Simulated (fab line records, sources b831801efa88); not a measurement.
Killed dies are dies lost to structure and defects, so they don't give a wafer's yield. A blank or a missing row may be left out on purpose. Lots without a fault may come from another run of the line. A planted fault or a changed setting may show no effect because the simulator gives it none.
Chamber matching | flow gf180mcu | GF_HV_LDD_ETCHBACK_58 on rie_diel-01: 4 sister chambers
The step etches Si3N4 in CH3F/O2, stops on SiO2, time 100 s, target depth 90 nm. 8 wafers are shown with their chamber, then 7 later ones without.

WAFERS WITH THEIR CHAMBER
wafer  | chamber | drypump_motor_current_A (A) | chamber_pressure_mTorr (mTorr)
L282.1 | 3       | 5.8                         | 25.022
L289.5 | 1       | 5.5                         | 24.994
L289.6 | 0       | 5.4                         | 25.031
L292.4 | 0       | 5.5                         | 24.991
L292.5 | 2       | 5.6                         | 25.009
L292.6 | 3       | 5.8                         | 25.012
L297.3 | 2       | 5.5                         | 25.031
L297.5 | 1       | 5.5                         | 24.995

WAFERS WITHOUT THEIR CHAMBER
wafer  | drypump_motor_current_A (A) | chamber_pressure_mTorr (mTorr)
L297.6 | 5.5                         | 25.007
L303.1 | 5.5                         | 25.014
L303.2 | 5.5                         | 25.027
L303.5 | 5.5                         | 24.976
L304.1 | 5.4                         | 24.962
L304.3 | 5.5                         | 24.994
L304.6 | 5.5                         | 24.990

WHICH CHAMBER EACH WENT THROUGH
wafer  | from the rows above          | in truth
L297.6 | can't be placed: 1 or 0 or 2 | 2
L303.1 | can't be placed: 0 or 2 or 1 | 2
L303.2 | can't be placed: 2 or 0 or 1 | 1
L303.5 | can't be placed: 1 or 0 or 2 | 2
L304.1 | can't be placed: 1 or 0 or 2 | 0
L304.3 | can't be placed: 1 or 0 or 2 | 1
L304.6 | can't be placed: 1 or 0 or 2 | 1
Placed correctly: 0 of 7. Can't be placed from these rows: 7 (the true chamber is among the candidates in 7). Placed wrongly: 0.
How it was worked out, from the rows above alone: a wafer's distance from a chamber is the root of the sum, over the readings, of the square of ((its reading less the chamber's mean) divided by the reading's scatter). The wafer belongs to the nearest chamber; if the next one is less than 2 further off, it can't be placed. A chamber's mean is the mean of its shown wafers. The scatter: the root of (the sum of the squares of (reading less its chamber's mean) over the shown wafers, divided by (wafers less chambers)).
